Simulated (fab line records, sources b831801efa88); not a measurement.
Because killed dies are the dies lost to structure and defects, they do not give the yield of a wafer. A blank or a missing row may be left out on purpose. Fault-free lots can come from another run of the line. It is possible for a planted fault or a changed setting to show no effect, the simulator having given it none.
fab line records ; flow sky130
record lots=5; wafers=23
route steps=708 shown METAL5@674
startH: the number of hours between the record's first day and the start of the first shown wafer of the lot ; waitH: hours since the lot's step before ; " the same as in the row above ; L1.1+2: a single row standing in for several wafers ; - no value, or no start given ; * or withheld: withheld ; < > ~ a bound
route shown NAME@n: names a module that has steps shown in the file, with the first one's number in the route ; usual: the fault-free wafers' mean and standard deviation ; same: alike in all rows ; chamber/n: place in a boat ; sites: readings site by site ; _std_site: the standard deviation of these ; _edge_site: outer sites' mean less inner sites' ; radiusMm: how far each site lies from the wafer's centre ; mask NAME#n: copy n ; behind: the last tool/chamber to shape the wafer ; hold: the reason the lot was held/the length of the hold in hours/how it ended ; device: transistor that didn't switch, given as n, p or np ; end of line: tests of these same wafers at the route's end ; a step given without rows: its recipe and nothing more ; killed: dies that structure and defects cost at the first sort, which is not the same as the wafer's yield ; map: per-die view of a wafer (x killed, . not killed, _ where there is no die)
set.NAME: the run value of the setting; set.NAME@STEP: its run value at that earlier step ; model.NAME: the simulator's own value behind a step, which no gauge read
lots where settings were altered on purpose, with a table for each step and a row for each wafer
## steps
# step SKY_METAL5_DEVELOP_13
# recipe resist=NOVOLAK; developer=TMAH; developTimeS=60; devTempC=23
lot.wafer;tool;chamber;startH;waitH;set.developTimeS
L076.2+4+5;lithoTrack-01;0;1037.39;0.1;60
L077.1+2+5;lithoTrack-03;0;1052.65;0.1;54.9
L077.4+6;lithoTrack-03;0;1052.65;0.1;60
L082.1+4;lithoTrack-02;0;1078.27;0.1;64.4
L082.2+3+6;lithoTrack-02;0;1078.27;0.1;60
L083.1+2+4;lithoTrack-03;0;1089.65;0.1;51.87
L083.3+6;lithoTrack-03;0;1089.65;0.1;60
L084.1+2+3;lithoTrack-03;0;1096.55;0.1;57.49
L084.5+6;lithoTrack-03;0;1096.55;0.1;60
# step SKY_METAL5_DESCUM_14
# recipe chemistry=O2; sourcePowerW=150; biasPowerW=0; pressureMtorr=10; tempC=40; timeS=11
lot.wafer;tool;chamber;startH;waitH;set.developTimeS@METAL5_DEVELOP_13;model.METAL5.cdNm
L076.2;rieMetal-01;1;1037.52;0.1;60;1602
L076.4;rieMetal-01;0;1037.52;0.1;60;1601
L076.5;rieMetal-01;0;1037.52;0.1;60;1600
L077.1+5;rieMetal-04;0,1;1052.80;0.1;54.9;1607
L077.2;rieMetal-04;1;1052.80;0.1;54.9;1609
L077.4;rieMetal-04;0;1052.80;0.1;60;1601
L077.6;rieMetal-04;0;1052.80;0.1;60;1600
L082.1;rieMetal-01;1;1078.42;0.1;64.4;1592
L082.2+6;rieMetal-01;0,1;1078.42;0.1;60;1600
L082.3;rieMetal-01;0;1078.42;0.1;60;1598
L082.4;rieMetal-01;1;1078.42;0.1;64.4;1594
L083.1;rieMetal-04;1;1089.80;0.1;51.87;1618
L083.2+4;rieMetal-04;0,1;1089.80;0.1;51.87;1616
L083.3+6;rieMetal-04;0;1089.80;0.1;60;1602
L084.1;rieMetal-01;1;1096.70;0.1;57.49;1607
L084.2;rieMetal-01;0;1096.70;0.1;57.49;1606
L084.3;rieMetal-01;1;1096.70;0.1;57.49;1609
L084.5+6;rieMetal-01;0,1;1096.70;0.1;60;1602
# step SKY_METAL5_METAL_ETCH_15
# recipe targetDepthA=12600; stopOn=SiO2; overEtchFrac=0.2; timeS=252; chemistry=Cl2/BCl3; resistSidewallDeg=86; pressureMtorr=10; icpW=900; biasW=48.5; Cl2_flow_sccm=60; bcl3FlowSccm=30
lot.wafer;tool;chamber;startH;waitH;set.timeS;model.NOVOLAK_of_METAL5_COAT_09.thkNm
L076.2;rieMetal-01;1;1037.55;0.0;252;1032
L076.4;rieMetal-01;0;1037.55;0.0;252;1040
L076.5;rieMetal-01;0;1037.55;0.0;252;1034
L077.1+2+4;rieMetal-04;0,1,0;1052.83;0.0;252;-
L077.5;rieMetal-04;1;1052.83;0.0;252;1049
L077.6;rieMetal-04;0;1052.83;0.0;252;1023
L082.1;rieMetal-01;1;1078.45;0.0;239.4;1085
L082.2;rieMetal-01;0;1078.45;0.0;252;1041
L082.3+4;rieMetal-01;0,1;1078.45;0.0;252;-
L082.6;rieMetal-01;1;1078.45;0.0;239.4;-
L083.1;rieMetal-04;1;1089.83;0.0;252;1052
L083.2;rieMetal-04;0;1089.83;0.0;252;1038
L083.3;rieMetal-04;0;1089.83;0.0;252;1035
L083.4+6;rieMetal-04;1,0;1089.83;0.0;252;-
L084.1;rieMetal-01;1;1096.73;0.0;289.7;924.2
L084.2;rieMetal-01;0;1096.73;0.0;289.7;-
L084.3;rieMetal-01;1;1096.73;0.0;252;-
L084.5;rieMetal-01;0;1096.73;0.0;289.7;919.9
L084.6;rieMetal-01;1;1096.73;0.0;252;1040
# step SKY_METAL5_STRIP_16
# recipe chemistry=O2/N2; powerW=1400; pressureMtorr=1500; platenTempC=withheld; o2FlowSccm=3000; n2FlowSccm=300; overashFraction=0.5
# usual stripTimeToEndpointS=13.13/0.13
lot.wafer;tool;chamber;startH;waitH;set.timeS@METAL5_METAL_ETCH_15;stripTimeToEndpointS
L076.2;plasmaAsher-02;0;1037.79;0.2;252;13.04
L076.4;plasmaAsher-02;1;1037.79;0.2;252;13.12
L076.5;plasmaAsher-02;0;1037.79;0.2;252;13.08
L077.1;plasmaAsher-03;0;1053.07;0.2;252;12.91
L077.2;plasmaAsher-03;1;1053.07;0.2;252;13.23
L077.4;plasmaAsher-03;0;1053.07;0.2;252;12.84
L077.5;plasmaAsher-03;1;1053.07;0.2;252;13.23
L077.6;plasmaAsher-03;0;1053.07;0.2;252;12.93
L082.1;plasmaAsher-04;1;1078.69;0.2;239.4;13.62
L082.2;plasmaAsher-04;0;1078.69;0.2;252;13.16
L082.3;plasmaAsher-04;0;1078.69;0.2;252;13.21
L082.4;plasmaAsher-04;1;1078.69;0.2;252;13.18
L082.6;plasmaAsher-04;0;1078.69;0.2;239.4;13.69
L083.1;plasmaAsher-03;0;1090.07;0.2;252;13.24
L083.2;plasmaAsher-03;1;1090.07;0.2;252;13.10
L083.3;plasmaAsher-03;0;1090.07;0.2;252;13.08
L083.4;plasmaAsher-03;1;1090.07;0.2;252;13.33
L083.6;plasmaAsher-03;0;1090.07;0.2;252;13.09
L084.1;plasmaAsher-04;1;1096.97;0.2;289.7;11.85
L084.2;plasmaAsher-04;0;1096.97;0.2;289.7;11.88
L084.3;plasmaAsher-04;1;1096.97;0.2;252;13.14
L084.5;plasmaAsher-04;1;1096.97;0.2;289.7;11.82
L084.6;plasmaAsher-04;0;1096.97;0.2;252;13.13
## key
split step=SKY_METAL5_DEVELOP_13; setting=developTimeS; stated=60; by=wafer
response step=SKY_METAL5_DESCUM_14; reading=model.METAL5.cdNm; change=-1.02; per=1%; r=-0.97
split step=SKY_METAL5_METAL_ETCH_15; setting=timeS; stated=252; by=wafer
response step=SKY_METAL5_METAL_ETCH_15; reading=model.NOVOLAK_of_METAL5_COAT_09.thkNm; change=-7.92; per=1%; r=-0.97
response step=SKY_METAL5_STRIP_16; reading=stripTimeToEndpointS; change=*; per=1%; r=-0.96
